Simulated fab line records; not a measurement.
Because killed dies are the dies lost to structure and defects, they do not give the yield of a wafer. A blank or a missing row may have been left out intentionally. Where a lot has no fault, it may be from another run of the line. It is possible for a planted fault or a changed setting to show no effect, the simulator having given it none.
Struck lot and sound lot, side by side :: flow sky130 :: 35 steps out of a route of 708
Sound: these wafers, L652.3, L652.4, L652.5. Struck: wafer L665.1 (left out: L665.2, L665.3 of the same lot, which were not struck); the cause appears at the end.
Order at every step that has rows: each side's tool, ch and its chambers, its first start. Under that, the readings that differ: sound wafers :: struck wafers :: difference of the means :: sigmas: that difference in standard deviations of wafers without a fault.
alike: same words and numbers on both sides, and readings whose means sit less than 2 such deviations apart. not compared: any withheld reading, any reading some wafer has no value for, any bound like >300 that may hide the same value, and any number with overlapping values for which the record gives no deviation.
A row with sigmas, a row that says differs or no value, or rows on one side alone: a step with any of these is where the two part. Non-overlapping numbers with no deviation appear without sigmas and do not part them. A reading that every wafer of one side lacks parts them only if that side has two wafers or more.

first, 4 steps without rows for these wafers: SKY_METAL5_SOFTBAKE_10 (time 60 s); SKY_METAL5_EXPOSE_11 (exposes mask MM5, target cd 1600 nm); SKY_METAL5_PEB_12; SKY_METAL5_DEVELOP_13 (develop time 60 s).
SKY_METAL5_DESCUM_14: chemistry O2, time 11 s.
  sound on rie metal-03 ch 0,1, day 45 03:59; struck on rie metal-03 ch 1, day 48 02:40
reading: chamber pressure mTorr (mTorr)
sound: 10.008 10.000 10.002
struck: 10.094
difference: +0.091
sigmas: +7

reading: rf hours counter h (h)
sound: - - -
struck: 15
difference: no value on the sound wafers
sigmas: 
  alike: drypump motor current A, oes product au
then, 1 step without rows for these wafers: SKY_METAL5_METAL_ETCH_15 (etches the open film in Cl2/BCl3, stops on SiO2, target depth 1260 nm, time 252 s).
SKY_METAL5_STRIP_16: strips in O2/N2.
  sound on plasma asher-04 ch 0,1, day 45 04:16; struck on plasma asher-04 ch 1, day 48 02:56
reading: rf hours counter h (h)
sound: - - -
struck: 38
difference: no value on the sound wafers
sigmas: 
  alike: chamber pressure mTorr, drypump motor current A, oes product au, strip time to endpoint s
then, 3 steps without rows for these wafers: SKY_METAL5_STRIP_17 (strips in post etch residue remover, time 1200 s); SKY_METAL5_CLEAN_18 (cleans in IPA, time 180 s); SKY_METAL5_CLEAN_19 (cleans in O3/DIW).
SKY_PASSIVATION_CVD_00: deposits SiO2, target thk 90 nm.
  sound on pecvd-03 ch 0,1,2, day 45 04:52; struck on pecvd-01 ch 2, day 48 03:34
reading: heater power w (W)
sound: 837 519 574
struck: 862
difference: +219
sigmas: +2
SKY_PASSIVATION_THK_MEAS_01:
  sound on film metro-02, day 45 04:54; struck on film metro-03, day 48 03:35
  alike: PASSIVATION_CVD_00_THK
SKY_PASSIVATION_CVD_02: deposits Si3N4, target thk 540 nm.
  sound on pecvd-02 ch 0,2, day 45 04:56; struck on pecvd-02 ch 0, day 48 03:39
reading: model.Si3N4_of_PASSIVATION_CVD_02.thk nm (nm)
sound: 532 540 534.2
struck: 547.3
difference: +11.9
sigmas: 
  alike: heater power w
SKY_PASSIVATION_THK_MEAS_03:
  sound on film metro-02, day 45 05:11; struck on film metro-02, day 48 03:53
  alike: PASSIVATION_CVD_02_THK
then, 8 steps without rows for these wafers: SKY_PASSIVATION_DEHYDRATE_04 (time 60 s); SKY_PASSIVATION_HMDS_05 (prime time 60 s); SKY_PASSIVATION_COAT_06 (resist thk 3000 nm); SKY_PASSIVATION_SOFTBAKE_07; SKY_PASSIVATION_EXPOSE_08 (exposes mask NSM, target cd 3000 nm); SKY_PASSIVATION_PEB_09; SKY_PASSIVATION_DEVELOP_10 (develop time 60 s); SKY_PASSIVATION_ETCH_11 (etches the open film in CF4/O2, stops on AlCu, target depth 725 nm, time 161.1 s).
SKY_PASSIVATION_STRIP_12: strips in O2/N2.
  sound on plasma asher-01 ch 0,1, day 46 02:05; struck on plasma asher-01 ch 1, day 48 22:16
reading: chamber pressure mTorr (mTorr)
sound: 1499.5 1497.9 1498.3
struck: 1502.2
difference: +3.6
sigmas: +2

reading: rf hours counter h (h)
sound: - - -
struck: 105
difference: no value on the sound wafers
sigmas: 
  alike: drypump motor current A, oes product au, strip time to endpoint s
then, 7 steps without rows for these wafers: SKY_PAD_OPEN_DEHYDRATE_00 (time 60 s); SKY_PAD_OPEN_HMDS_01 (prime time 60 s); SKY_PAD_OPEN_COAT_02 (resist thk 3000 nm); SKY_PAD_OPEN_SOFTBAKE_03; SKY_PAD_OPEN_EXPOSE_04 (exposes mask PDM, target cd 60000 nm); SKY_PAD_OPEN_PEB_05; SKY_PAD_OPEN_DEVELOP_06 (develop time 60 s).
SKY_PAD_OPEN_ETCH_07: etches the open film in CF4/O2, stops on AlCu, target depth 725 nm, time 161.1 s.
  sound on rie diel-03 ch 1,2, day 46 22:53; struck on rie diel-01 ch 3, day 49 15:22
reading: model.etch.depth nm (nm)
sound: 695.3 704.1 700.5
struck: 711.4
difference: +11.4
sigmas: 

reading: model.PAD_OPEN.feature depth nm (nm)
sound: 695.3 704.1 700.5
struck: 711.4
difference: +11.4
sigmas: 
  alike: chamber pressure mTorr, drypump motor current A, oes product au, throttle valve pct
  not compared: rf hours counter h
SKY_PAD_OPEN_STRIP_08: strips in O2/N2.
  sound on plasma asher-03 ch 0,1, day 46 23:02; struck on plasma asher-02 ch 0, day 49 15:29
reading: rf hours counter h (h)
sound: - - -
struck: 10
difference: no value on the sound wafers
sigmas: 
  alike: chamber pressure mTorr, drypump motor current A, oes product au, strip time to endpoint s
SKY_PAD_OPEN_STRIP_09: strips in post etch residue remover, time 1200 s.
  sound on wet bench-04 ch 3, day 46 23:05; struck on wet bench-04 ch 1, day 49 15:40
reading: model.Si3N4_of_PASSIVATION_CVD_02.thk nm (nm)
sound: 531.6 539.7 533.8
struck: 546.9
difference: +11.9
sigmas: 
  alike: bath guard temp C, bath heat duty pct
then, 2 steps without rows for these wafers: SKY_PAD_OPEN_CLEAN_10 (cleans in IPA, time 180 s); SKY_PAD_OPEN_PROBE_99.

WHERE THEY PART
First at SKY_METAL5_DESCUM_14; last, within this record, at SKY_PAD_OPEN_STRIP_08. Later steps at which nothing parts them and some readings are alike: SKY_PAD_OPEN_STRIP_09.

WHY: the cause the simulator had injected
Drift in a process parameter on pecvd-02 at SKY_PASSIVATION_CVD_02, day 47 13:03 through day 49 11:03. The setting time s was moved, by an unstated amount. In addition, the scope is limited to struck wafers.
